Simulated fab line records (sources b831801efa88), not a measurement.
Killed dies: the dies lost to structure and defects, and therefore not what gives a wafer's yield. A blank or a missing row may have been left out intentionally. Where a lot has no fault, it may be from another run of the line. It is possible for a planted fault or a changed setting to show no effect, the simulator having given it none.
Which tool was responsible? -- flow gf180mcu -- 12 lots with 36 wafers sampled at 5 steps, on a route of 602 steps

## WHAT THE GAUGES READ, wafer by wafer
GF_DUAL_GATE_OVL_MEAS_11. Usual: DUAL_GATE_OVL gives 0.1 nm (standard deviation 1.3).
lot,measured,on,DUAL_GATE_OVL (nm),flag
L909,day 8 10:56,overlay-02,-1.0 0.2 -2.1,
L910,day 8 15:59,overlay-02,0.0 1.4 -1.4,
L912,day 9 12:14,overlay-02,0.4 1.4 2.7,
L915,day 10 01:26,overlay-02,-0.8 0.8 0.1,
L916,day 10 17:32,overlay-02,-1.3 -0.4 -0.8,
L922,day 12 19:53,overlay-02,- - -,OFF
L923,day 13 00:23,overlay-02,- - -,OFF
L924,day 13 03:25,overlay-02,-0.7 0.8 0.7,
L927,day 13 21:58,overlay-02,0.1 -0.1 -1.7,
L929,day 14 12:01,overlay-02,-0.1 1.3 1.3,
L930,day 14 13:46,overlay-02,-0.9 0.6 -0.7,
L931,day 14 23:19,overlay-02,1.5 1.8 1.4,

## WHICH TOOL RAN EACH LOT (tool, then ch and the chambers of the sampled wafers, then the start)
lot,GF_STI_CMP_25,GF_DNWELL_STRIP_08,GF_VT_IMPLANT_RTA_45,GF_DUAL_GATE_DEVELOP_10
L909,"cmp-01 ch 1,2, day 2 09:04","plasma asher-04 ch 0,1, day 3 00:35","rtp anneal-01 ch 0, day 7 17:20","litho track-01 ch 0, day 8 10:47"
L910,"cmp-01 ch 0,1,3, day 2 14:25","plasma asher-02 ch 0,1, day 3 04:41","rtp anneal-01 ch 0, day 7 21:13","litho track-04 ch 0, day 8 15:50"
L912,"cmp-02 ch 1,2, day 3 02:44","plasma asher-04 ch 0,1, day 3 18:41","rtp anneal-01 ch 0, day 8 16:21","litho track-04 ch 0, day 9 12:06"
L915,"cmp-02 ch 0,1,3, day 3 15:00","plasma asher-04 ch 0,1, day 4 06:40","rtp anneal-02 ch 0, day 9 05:00","litho track-01 ch 0, day 10 01:19"
L916,"cmp-02 ch 0,1, day 4 00:55","plasma asher-01 ch 0,1, day 4 16:21","rtp anneal-02 ch 0, day 9 20:48","litho track-04 ch 0, day 10 17:25"
L922,"cmp-01 ch 0,1,2, day 5 08:51","plasma asher-01 ch 0,1, day 6 06:22","rtp anneal-01 ch 0, day 11 22:26","litho track-01 ch 0, day 12 19:44"
L923,"cmp-01 ch 1,3, day 5 13:26","plasma asher-02 ch 0,1, day 6 08:58","rtp anneal-02 ch 0, day 12 02:35","litho track-01 ch 0, day 13 00:14"
L924,"cmp-01 ch 0,1,2, day 5 16:58","plasma asher-04 ch 0,1, day 6 12:20","rtp anneal-02 ch 0, day 12 06:05","litho track-03 ch 0, day 13 03:17"
L927,"cmp-01 ch 1,2,3, day 6 07:57","plasma asher-04 ch 0,1, day 7 01:29","rtp anneal-01 ch 0, day 12 23:44","litho track-04 ch 0, day 13 21:49"
L929,"cmp-02 ch 0,3, day 6 18:25","plasma asher-02 ch 1, day 7 12:31","rtp anneal-01 ch 0, day 13 13:23","litho track-03 ch 0, day 14 11:52"
L930,"cmp-02 ch 0,1, day 6 20:35","plasma asher-02 ch 0,1, day 7 13:59","rtp anneal-02 ch 0, day 13 15:53","litho track-04 ch 0, day 14 13:37"
L931,"cmp-01 ch 0,1,3, day 7 02:10","plasma asher-04 ch 0,1, day 7 20:37","rtp anneal-02 ch 0, day 14 00:38","litho track-04 ch 0, day 14 23:10"
- GF_STI_CMP_25: polishes, stops on Si3N4, t overpolish 30.48 s, target thk 524.6 nm.
- GF_DNWELL_STRIP_08: strips in O2/N2.
- GF_VT_IMPLANT_RTA_45: time 30 s.
- GF_DUAL_GATE_DEVELOP_10: develop time 60 s.

## AS READ BY THE TOOLS THEMSELVES (means over the sampled wafers that have a number; for cases with no such wafer, the mark the record gives instead)
GF_STI_CMP_25. Usual: head pressure psi 4.000 psi, standard deviation 0.0094; motor current A 12.3 A, standard deviation 1.1; overpolish run s 30.481 s, standard deviation 0.009; time to endpoint s 125 s, standard deviation 6.1.
lot,tool,head pressure psi (psi),motor current A (A),overpolish run s (s),time to endpoint s (s),flag
L909,cmp-01,4.003,11.3,30.485,124,
L910,cmp-01,4.006,11.5,30.482,127,
L912,cmp-02,3.997,13.0,30.484,128,
L915,cmp-02,3.999,12.6,30.477,129,
L916,cmp-02,4.001,13.0,30.483,128,
L922,cmp-01,3.993,11.9,30.484,118,
L923,cmp-01,4.002,10.6,30.480,118,
L924,cmp-01,3.995,12.1,30.486,116,
L927,cmp-01,3.997,10.7,30.475,123,
L929,cmp-02,3.995,12.8,30.495,122,
L930,cmp-02,3.992,12.9,30.474,126,
L931,cmp-01,3.994,11.5,30.475,118,

GF_DNWELL_STRIP_08. Usual: drypump motor current A 5.5 A, standard deviation 0.4; heater power w 321 W, standard deviation 20; oes product au 0.722 a.u., standard deviation 0.0046; strip time to endpoint s 36.99 s, standard deviation 0.11.
lot,tool,drypump motor current A (A),heater power w (W),oes product au (a.u.),strip time to endpoint s (s),flag
L909,plasma asher-04,5.7,330,0.721,37.03,
L910,plasma asher-02,5.8,340,0.722,37.05,
L912,plasma asher-04,5.6,319,0.721,37.19,
L915,plasma asher-04,5.7,336,0.721,36.95,
L916,plasma asher-01,5.2,301,0.722,36.97,
L922,plasma asher-01,5.0,312,0.717,36.98,
L923,plasma asher-02,5.9,321,0.727,36.95,
L924,plasma asher-04,5.6,328,0.720,36.88,
L927,plasma asher-04,5.7,329,0.720,37.18,
L929,plasma asher-02,6.1,295,0.719,36.87,
L930,plasma asher-02,5.8,339,0.717,36.93,
L931,plasma asher-04,5.7,331,0.723,36.99,

GF_VT_IMPLANT_RTA_45. Usual: lamp power pct 36.5 %, standard deviation 0.4; wafer_temp_C_max 1054.8, standard deviation 1.3.
lot,tool,lamp power pct (%),wafer_temp_C_max,flag
L909,rtp anneal-01,36.9,1055.1,
L910,rtp anneal-01,36.8,1055.1,
L912,rtp anneal-01,36.9,1056.0,
L915,rtp anneal-02,36.1,1053.5,
L916,rtp anneal-02,36.1,1054.7,
L922,rtp anneal-01,36.9,1055.4,
L923,rtp anneal-02,36.1,1053.6,
L924,rtp anneal-02,36.1,1054.5,
L927,rtp anneal-01,36.9,1056.4,
L929,rtp anneal-01,36.9,1055.8,
L930,rtp anneal-02,36.1,1053.6,
L931,rtp anneal-02,36.1,1053.5,

GF_DUAL_GATE_DEVELOP_10. Usual: 23.02 C for chill plate temp C, sd 0.12.
lot,tool,chill plate temp C (C),flag
L909,litho track-01,23.14,
L910,litho track-04,22.95,
L912,litho track-04,22.95,
L915,litho track-01,23.08,
L916,litho track-04,22.84,
L922,litho track-01,22.89,
L923,litho track-01,23.03,
L924,litho track-03,23.03,
L927,litho track-04,22.92,
L929,litho track-03,22.98,
L930,litho track-04,22.99,
L931,litho track-04,23.20,

## THE ANSWER, worked out from the rows above alone
Rule: lot off if the mean of its wafers having a number is beyond 3 standard deviations from the usual mean. Also off: a lot with no number at a reading for which 4 or more lots have one. The other lots that the step has rows for count as sound. After the gauges, taken in route order, come the tools' own readings; for these a lot's mean is taken, as printed above. At the first step where some lot is off, the reading lying furthest off is the one used; lots without a number count as furthest.
Off: at GF_DUAL_GATE_OVL_MEAS_11 (DUAL_GATE_OVL), L922, L923. Without a number there: L922, L923.
A tool fits if, at a process step before that reading, it ran every lot that is off, and no sound lot after the first of them. Gauges at GF_DUAL_GATE_OVL_MEAS_11: tried the same way as those tools. One fits: litho track-01 at GF_DUAL_GATE_DEVELOP_10. Its last sound lot is L915 (day 10 01:19), its first lot that is off L922 (day 12 19:44): a fault that began between those two fits.

## WHAT WAS PUT IN BY THE SIMULATOR
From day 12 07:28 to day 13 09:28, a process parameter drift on litho track-01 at GF_DUAL_GATE_DEVELOP_10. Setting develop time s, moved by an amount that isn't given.
Lots struck among those shown: L922, L923. This agrees with what the rule above found.
